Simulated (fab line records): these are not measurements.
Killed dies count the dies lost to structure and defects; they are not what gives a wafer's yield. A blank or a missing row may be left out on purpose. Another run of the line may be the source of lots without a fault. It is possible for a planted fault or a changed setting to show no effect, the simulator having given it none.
The tool behind it: which one? || flow gf180mcu || 6 lots with 18 wafers sampled at 3 steps, on a route of 602 steps

## WHAT THE GAUGES READ, wafer by wafer
GF_V4_CD_MEAS_14 targets a cd of 260 nm.
{"lot": "L843", "measured": "day 24 18:37", "on": "cd_sem-02", "cd_nm (nm)": "259.9 258.1 259.2"}
{"lot": "L847", "measured": "day 26 02:15", "on": "cd_sem-01", "cd_nm (nm)": "271.8 271.6 271.9"}
{"lot": "L849", "measured": "day 26 18:57", "on": "cd_sem-02", "cd_nm (nm)": "268.8 267.4 267.9"}
{"lot": "L854", "measured": "day 28 12:59", "on": "cd_sem-01", "cd_nm (nm)": "260.3 259.6 260.7"}
{"lot": "L858", "measured": "day 29 17:22", "on": "cd_sem-01", "cd_nm (nm)": "259.7 259.8 259.1"}
{"lot": "L864", "measured": "day 30 22:29", "on": "cd_sem-01", "cd_nm (nm)": "261.3 261.6 262.9"}

## WHICH TOOL RAN EACH LOT (tool, then ch and the chambers of the sampled wafers, then the start)
{"lot": "L843", "GF_M4_SPUTTER_04": "pvd_sputter-04, day 22 20:22", "GF_V4_PEB_12": "litho_track-03 ch 0, day 24 18:16"}
{"lot": "L847", "GF_M4_SPUTTER_04": "pvd_sputter-01, day 24 05:19", "GF_V4_PEB_12": "litho_track-01 ch 0, day 26 01:54"}
{"lot": "L849", "GF_M4_SPUTTER_04": "pvd_sputter-04, day 24 23:02", "GF_V4_PEB_12": "litho_track-01 ch 0, day 26 18:36"}
{"lot": "L854", "GF_M4_SPUTTER_04": "pvd_sputter-04, day 26 19:15", "GF_V4_PEB_12": "litho_track-02 ch 0, day 28 12:38"}
{"lot": "L858", "GF_M4_SPUTTER_04": "pvd_sputter-02, day 28 01:27", "GF_V4_PEB_12": "litho_track-03 ch 0, day 29 17:01"}
{"lot": "L864", "GF_M4_SPUTTER_04": "pvd_sputter-04, day 29 08:14", "GF_V4_PEB_12": "litho_track-02 ch 0, day 30 22:08"}
- GF_M4_SPUTTER_04: material TiN, target thk 50 nm, time 41.7 s.
- GF_V4_PEB_12: peb time 90 s.

## THE ANSWER, worked out from the rows above alone
Rule: the usual values come from the lots themselves. Put in order of their means at a reading, lots are off if they are a third of the lots or fewer, leave a main group of 4 or more, and stand apart from it by a gap of 3 or more times the standard deviation of the main group's means; of several such gaps the widest counts. A main group is skipped when, at the precision printed for the reading in the tables above, its means are all equal. Also off: a lot with no number at a reading for which 4 or more lots have one. All remaining lots with rows at the step are treated as sound.
Off, at GF_V4_CD_MEAS_14 on cd_nm: L847, L849. For the main group the mean is 260.2 nm and the standard deviation 1.1.
If a tool, at a process step before that reading, ran all the lots that are off and no sound lot after the first of them, it fits. The gauges at GF_V4_CD_MEAS_14 are tried like those tools. One candidate fits, namely litho_track-01 at GF_V4_PEB_12. It ran no sound lot before its first lot that is off in this sample, so the start can't be narrowed down.

## WHAT THE SIMULATOR HAD INSERTED
Drift in process parameters on litho_track-01 at GF_V4_PEB_12, starting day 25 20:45. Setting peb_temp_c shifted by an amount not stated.
Struck lots among those shown: L847, L849. The rule above reached the same finding.
